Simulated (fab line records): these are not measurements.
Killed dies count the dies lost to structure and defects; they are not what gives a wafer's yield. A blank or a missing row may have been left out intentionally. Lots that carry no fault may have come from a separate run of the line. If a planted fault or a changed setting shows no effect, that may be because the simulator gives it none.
fab line records ; flow sky130
record: lots: 12; wafers: 36; lastDay: 50
route steps=708 shown METAL3@563 CAP2M@617 VIA4@640 PAD_OPEN@708
lots that met no fault: from a run of the same line without faults
startH: hours from the record's opening day to when the first of the lot's shown wafers began ; waitH: hours elapsed since this lot's preceding step ; " identical to the entry in the row above ; L1.1+2: a row that stands for several wafers ; - either no value or no given start ; * or withheld: withheld ; < > ~ a bound
route shown NAME@n: a module of which the file shows steps, and the number in the route of the first ; usual: the fault-free wafers' mean and standard deviation ; same: alike in all rows ; chamber/n: place in a boat ; sites: per-site readings ; _std_site: the standard deviation of these ; _edge_site: outer sites' mean less inner sites' ; radiusMm: how far each site lies from the wafer's centre ; mask NAME#n: copy n ; behind: tool/chamber where the wafer was last shaped ; hold: why the lot went on hold/how many hours it stayed there/how the hold came to an end ; device: the transistor (n, p or np) that didn't switch ; end of line: the route-end tests of the same wafers ; where a step has no rows: the recipe by itself ; killed: dies that structure and defects cost at the first sort, which is not the same as the wafer's yield ; map: per-die view of a wafer (x killed, . not killed, _ where there is no die)
set.NAME: the setting as run; set.NAME@STEP: as run at that earlier step ; model.NAME: the simulator's own value behind a step, which no gauge read
a sample of lots followed through the steps of the route, with each step as a table and each wafer as a row
services: from which hour (startH, from the record's first day; less than 0 if before it) a tool's chamber was out of use, for how many hours, and why
== steps ==
step: SKY_METAL3_CD_MEAS_13
recipe: targetCdNm: 300
usual: cdNm: 299.8/1.6
lot.wafer;tool;chamber;startH;waitH;cdNm
L276.1;cdSem-02;-;897.17;-;297.3
L276.4;cdSem-02;-;897.17;-;297.4
L276.5;cdSem-02;-;897.17;-;297.8
L277.2;cdSem-02;-;908.16;-;299.0
L277.3;cdSem-02;-;908.16;-;300.3
L277.5;cdSem-02;-;908.16;-;300.3
L278.2;cdSem-02;-;921.00;-;301.2
L278.3;cdSem-02;-;921.00;-;300.9
L278.4;cdSem-02;-;921.00;-;299.7
L279.1;cdSem-02;-;927.64;-;302.4
L279.3;cdSem-02;-;927.64;-;301.5
L279.5;cdSem-02;-;927.64;-;300.8
L280.2;cdSem-02;-;932.36;-;299.4
L280.5;cdSem-02;-;932.36;-;299.9
L280.6;cdSem-02;-;932.36;-;299.5
L282.1;cdSem-01;-;942.82;-;300.7
L282.2;cdSem-01;-;942.82;-;300.1
L282.3;cdSem-01;-;942.82;-;300.2
L286.3;cdSem-02;-;980.62;-;302.7
L286.4;cdSem-02;-;980.62;-;301.4
L286.5;cdSem-02;-;980.62;-;300.8
L295.1;cdSem-02;-;1025.68;-;299.2
L295.5;cdSem-02;-;1025.68;-;299.0
L295.6;cdSem-02;-;1025.68;-;299.0
L296.1;cdSem-02;-;1031.22;-;300.8
L296.3;cdSem-02;-;1031.22;-;301.4
L296.5;cdSem-02;-;1031.22;-;301.9
L297.1;cdSem-02;-;1038.18;-;301.0
L297.4;cdSem-02;-;1038.18;-;301.7
L297.5;cdSem-02;-;1038.18;-;301.4
L298.2;cdSem-02;-;1041.04;-;300.2
L298.3;cdSem-02;-;1041.04;-;301.3
L298.6;cdSem-02;-;1041.04;-;300.7
L299.1;cdSem-01;-;1052.32;-;298.7
L299.3;cdSem-01;-;1052.32;-;297.4
L299.6;cdSem-01;-;1052.32;-;298.3
step: SKY_CAP2M_STRIP_14
recipe: chemistry: O2/N2; powerW: 1400; pressureMtorr: 1500; platenTempC: withheld; o2FlowSccm: 3000; n2FlowSccm: 300; overashFraction: 0.5
usual: chamberPressureMTorr: 1500.3/1.4; drypumpMotorCurrentA: 5.8/0.39; oesProductAu: 0.710/0.0043; stripTimeToEndpointS: 12.65/0.034
lot.wafer;tool;chamber;startH;waitH;chamberPressureMTorr;drypumpMotorCurrentA;oesProductAu;rfHoursCounterH;stripTimeToEndpointS
L276.1;plasmaAsher-01;1;949.43;0.1;1500.2;6.0;0.710;19;12.70
L276.4;plasmaAsher-01;0;949.43;0.1;1498.5;5.6;0.708;-;12.71
L276.5;plasmaAsher-01;0;949.43;0.1;1501.1;5.5;0.713;-;12.71
L277.2;plasmaAsher-04;1;960.78;0.1;1501.2;5.8;0.699;116;12.58
L277.3;plasmaAsher-04;1;960.78;0.1;1501.3;5.8;0.710;-;12.61
L277.5;plasmaAsher-04;1;960.78;0.1;1499.8;5.8;0.710;-;12.60
L278.2;plasmaAsher-03;1;972.78;0.1;1500.6;6.6;0.706;81;12.57
L278.3;plasmaAsher-03;1;972.78;0.1;1501.1;6.6;0.715;-;12.62
L278.4;plasmaAsher-03;0;972.78;0.1;1500.0;5.4;0.709;-;12.61
L279.1;plasmaAsher-01;1;979.90;0.1;1500.5;6.1;0.704;22;12.66
L279.3;plasmaAsher-01;1;979.90;0.1;1500.7;6.1;0.703;-;12.64
L279.5;plasmaAsher-01;1;979.90;0.1;1498.8;6.0;0.706;-;12.66
L280.2;plasmaAsher-01;1;984.14;0.1;1499.3;6.0;0.716;23;12.67
L280.5;plasmaAsher-01;0;984.14;0.1;1498.4;5.5;0.710;-;12.65
L280.6;plasmaAsher-01;1;984.14;0.1;1500.4;6.0;0.712;-;12.69
L282.1;plasmaAsher-01;0;994.79;0.1;1500.7;5.6;0.707;24;12.63
L282.2;plasmaAsher-01;1;994.79;0.1;1502.8;6.0;0.712;24;12.63
L282.3;plasmaAsher-01;0;994.79;0.1;1502.2;5.5;0.708;-;12.63
L286.3;plasmaAsher-03;0;1031.66;0.1;1499.3;5.5;0.712;-;12.63
L286.4;plasmaAsher-03;1;1031.66;0.1;1500.0;6.6;0.709;-;12.65
L286.5;plasmaAsher-03;0;1031.66;0.1;1499.3;5.4;0.706;-;12.63
L295.1;plasmaAsher-04;0;1073.64;0.1;1501.0;5.3;0.706;1;12.68
L295.5;plasmaAsher-04;1;1073.64;0.1;1498.7;5.8;0.719;-;12.67
L295.6;plasmaAsher-04;0;1073.64;0.1;1501.1;5.3;0.710;-;12.73
L296.1;plasmaAsher-04;1;1077.93;0.1;1501.5;5.8;0.709;1;12.66
L296.3;plasmaAsher-04;0;1077.93;0.1;1501.1;5.3;0.711;-;12.67
L296.5;plasmaAsher-04;1;1077.93;0.1;1501.0;5.8;0.708;-;12.61
L297.1;plasmaAsher-03;0;1084.78;0.1;1501.1;5.4;0.711;92;12.65
L297.4;plasmaAsher-03;0;1084.78;0.1;1500.7;5.4;0.710;-;12.66
L297.5;plasmaAsher-03;1;1084.78;0.1;1501.6;6.6;0.715;-;12.65
L298.2;plasmaAsher-04;1;1086.49;0.1;1499.1;5.8;0.713;2;12.59
L298.3;plasmaAsher-04;0;1086.49;0.1;1500.6;5.4;0.711;-;12.66
L298.6;plasmaAsher-04;0;1086.49;0.1;1501.6;5.3;0.708;-;12.65
L299.1;plasmaAsher-01;0;1097.29;0.1;1499.5;5.5;0.708;35;12.64
L299.3;plasmaAsher-01;1;1097.29;0.1;1498.4;6.0;0.708;-;12.71
L299.6;plasmaAsher-01;0;1097.29;0.1;1498.7;5.6;0.710;-;12.65
step: SKY_CAP2M_STRIP_15
recipe: chemistry: postEtchResidueRemover; timeS: 1200; tempC: 72.5
usual: bathGuardTempC: 72.2/0.46; bathHeatDutyPct: 15.4/1.8
lot.wafer;tool;chamber;startH;waitH;bathGuardTempC;bathHeatDutyPct
L276.1;wetBench-04;3;949.53;0.1;72.7;14.0
L276.4;wetBench-04;3;949.53;0.1;72.4;14.7
L276.5;wetBench-04;3;949.53;0.1;72.6;14.7
L277.2;wetBench-04;1;960.88;0.1;71.6;13.6
L277.3;wetBench-04;1;960.88;0.1;71.3;14.0
L277.5;wetBench-04;1;960.88;0.1;71.6;13.4
L278.2;wetBench-03;3;972.88;0.1;71.5;14.5
L278.3;wetBench-03;3;972.88;0.1;71.7;15.0
L278.4;wetBench-03;3;972.88;0.1;71.5;15.6
L279.1;wetBench-04;2;980.00;0.1;72.4;16.8
L279.3;wetBench-04;2;980.00;0.1;72.6;15.8
L279.5;wetBench-04;2;980.00;0.1;72.4;16.8
L280.2;wetBench-02;1;984.24;0.1;72.0;13.6
L280.5;wetBench-02;1;984.24;0.1;71.6;14.5
L280.6;wetBench-02;1;984.24;0.1;71.8;15.2
L282.1;wetBench-04;0;994.89;0.1;71.9;16.8
L282.2;wetBench-04;0;994.89;0.1;72.0;19.7
L282.3;wetBench-04;0;994.89;0.1;72.0;18.5
L286.3;wetBench-04;1;1031.73;0.0;71.9;12.9
L286.4;wetBench-04;1;1031.73;0.0;71.7;13.7
L286.5;wetBench-04;1;1031.73;0.0;71.9;13.7
L295.1;wetBench-04;2;1073.74;0.1;-;-
L295.5;wetBench-04;2;1073.74;0.1;-;-
L295.6;wetBench-04;2;1073.74;0.1;-;-
L296.1;wetBench-04;0;1078.03;0.1;-;-
L296.3;wetBench-04;0;1078.03;0.1;-;-
L296.5;wetBench-04;0;1078.03;0.1;-;-
L297.1;wetBench-04;0;1084.88;0.1;-;-
L297.4;wetBench-04;0;1084.88;0.1;-;-
L297.5;wetBench-04;0;1084.88;0.1;-;-
L298.2;wetBench-02;2;1086.59;0.1;73.8;17.5
L298.3;wetBench-02;2;1086.59;0.1;73.8;17.6
L298.6;wetBench-02;2;1086.59;0.1;73.6;15.7
L299.1;wetBench-03;3;1097.39;0.1;71.3;14.4
L299.3;wetBench-03;3;1097.39;0.1;71.8;14.4
L299.6;wetBench-03;3;1097.39;0.1;71.8;14.8
step: SKY_VIA4_THK_MEAS_01
recipe: reads: SiO2_of_VIA4_HDPCVD_00
usual: VIA4_HDPCVD_THK: 1751/15
lot.wafer;tool;chamber;startH;waitH;VIA4_HDPCVD_THK[nm]
L276.1;filmMetro-03;-;974.88;0.1;1771
L276.4;filmMetro-03;-;974.88;0.1;1752
L276.5;filmMetro-03;-;974.88;0.1;1751
L277.2;filmMetro-02;-;986.16;0.1;1738
L277.3;filmMetro-02;-;986.16;0.1;1732
L277.5;filmMetro-02;-;986.16;0.1;1736
L278.2;filmMetro-01;-;998.64;0.1;1750
L278.3;filmMetro-01;-;998.64;0.1;1723
L278.4;filmMetro-01;-;998.64;0.1;1736
L279.1;filmMetro-01;-;1004.78;0.1;1735
L279.3;filmMetro-01;-;1004.78;0.1;1773
L279.5;filmMetro-01;-;1004.78;0.1;1782
L280.2;filmMetro-03;-;1008.68;0.1;1736
L280.5;filmMetro-03;-;1008.68;0.1;1750
L280.6;filmMetro-03;-;1008.68;0.1;1745
L282.1;filmMetro-02;-;1019.44;0.1;1722
L282.2;filmMetro-02;-;1019.44;0.1;1749
L282.3;filmMetro-02;-;1019.44;0.1;1727
L286.3;filmMetro-03;-;1055.47;0.1;1777
L286.4;filmMetro-03;-;1055.47;0.1;1774
L286.5;filmMetro-03;-;1055.47;0.1;1785
L295.1;filmMetro-02;-;1096.24;0.1;1765
L295.5;filmMetro-02;-;1096.24;0.1;1766
L295.6;filmMetro-02;-;1096.24;0.1;1761
L296.1;filmMetro-03;-;1100.27;0.1;1756
L296.3;filmMetro-03;-;1100.27;0.1;1747
L296.5;filmMetro-03;-;1100.27;0.1;1766
L297.1;filmMetro-02;-;1107.01;0.1;1760
L297.4;filmMetro-02;-;1107.01;0.1;1753
L297.5;filmMetro-02;-;1107.01;0.1;1754
L298.2;filmMetro-03;-;1107.74;0.1;1740
L298.3;filmMetro-03;-;1107.74;0.1;1746
L298.6;filmMetro-03;-;1107.74;0.1;1724
L299.1;filmMetro-01;-;1118.82;0.1;1759
L299.3;filmMetro-01;-;1118.82;0.1;1768
L299.6;filmMetro-01;-;1118.82;0.1;1737
step: SKY_PAD_OPEN_PROBE_99
usual: defectLimitedYield: 82.3/2; killed_at_M0_to_M3: 43/7.3; killed_at_M4_up: 3.2/1.8; killedAtContacts: 24/5.8; killedAtFrontEnd: 16/4.5; killedAtOther: 0.3/0.53; killedDies: 87/9.9; killedOpen: 48/6.8; killedShort: 39/6.9; sort_bin_3_pad_short: 0.8/0.42; sort_bin_5_function: 10.4/1.6; sort_bin_6_memory: 6.4/1.2; sortNPass: 405/9.9; sortYieldPct: 82.3/2
same: grossDies: 492; killedAtBackSide: 0; sort_bin_4_leakage[%]: 0; sort_bin_8_speed[%]: 0
lot.wafer;tool;chamber;startH;waitH;defectLimitedYield[%];killed_at_M0_to_M3;killed_at_M4_up;killedAtContacts;killedAtFrontEnd;killedAtOther;killedDies;killedOpen;killedShort;sort_bin_3_pad_short[%];sort_bin_5_function[%];sort_bin_6_memory[%];sortNPass;sortYieldPct[%]
L297.1;prober-02;-;1184.49;0.1;81.7;38;4;32;16;0;90;43;47;0.6;12.6;5.1;402;81.7
L297.4;prober-02;-;1184.64;0.2;80.5;39;9;30;17;1;96;49;47;1.0;12.2;6.3;396;80.5
L297.5;prober-02;-;1184.69;0.2;79.9;46;3;35;15;0;99;63;36;0.2;12.8;7.1;393;79.9
killed by level:class
L297.1 CONTACT:geometricParticle:short=9 LI_CONTACT:geometricParticle:open=8 VIA1:geometricParticle:open=8 FIELD_ISO:geometricParticle:open=7 FIELD_ISO:geometricParticle:short=7 VIA2:geometricParticle:open=7 LI_CONTACT:geometricParticle:short=5 METAL1:geometricParticle:short=5
L297.4 CONTACT:geometricParticle:open=12 VIA1:geometricParticle:open=10 FIELD_ISO:geometricParticle:short=7 LI_CONTACT:geometricParticle:open=7 METAL4:geometricParticle:short=7 FIELD_ISO:geometricParticle:open=6 LOCAL_INTERCONNECT:geometricParticle:short=6 VIA2:geometricParticle:open=5
L297.5 CONTACT:geometricParticle:open=16 VIA2:geometricParticle:open=13 VIA3:geometricParticle:open=9 POLY_GATE:geometricParticle:open=6 LI_CONTACT:geometricParticle:open=6 LOCAL_INTERCONNECT:geometricParticle:short=6 VIA1:geometricParticle:open=5 FIELD_ISO:geometricParticle:open=4
== services ==
tool;chamber;startH;hours;kind
wetBench-03;-;931.77;1.9;pm
plasmaAsher-04;-;1044.85;14.6;pm
plasmaAsher-04;-;1059.45;9.0;pm
plasmaAsher-04;0;1059.45;9.0;ventCycle
plasmaAsher-04;1;1059.45;9.0;ventCycle
plasmaAsher-04;0;1068.45;-;clean
plasmaAsher-04;1;1068.45;-;clean
== key ==
firstSign: step: SKY_CAP2M_STRIP_15; reading: toolRecord; direction: missing
effect none on later readings
metAt SKY_CAP2M_STRIP_15
struckLots L295,L296,L297
notActingAt SKY_METAL3_CD_MEAS_13,SKY_CAP2M_STRIP_14,SKY_VIA4_THK_MEAS_01
onsetBetween 1031.73 1073.74
fault: kind: skippedStepWhole; tool: wetBench-04; chamber: -; onsetH: 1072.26; steps: SKY_CAP2M_STRIP_15; scope: struckLotsOnly
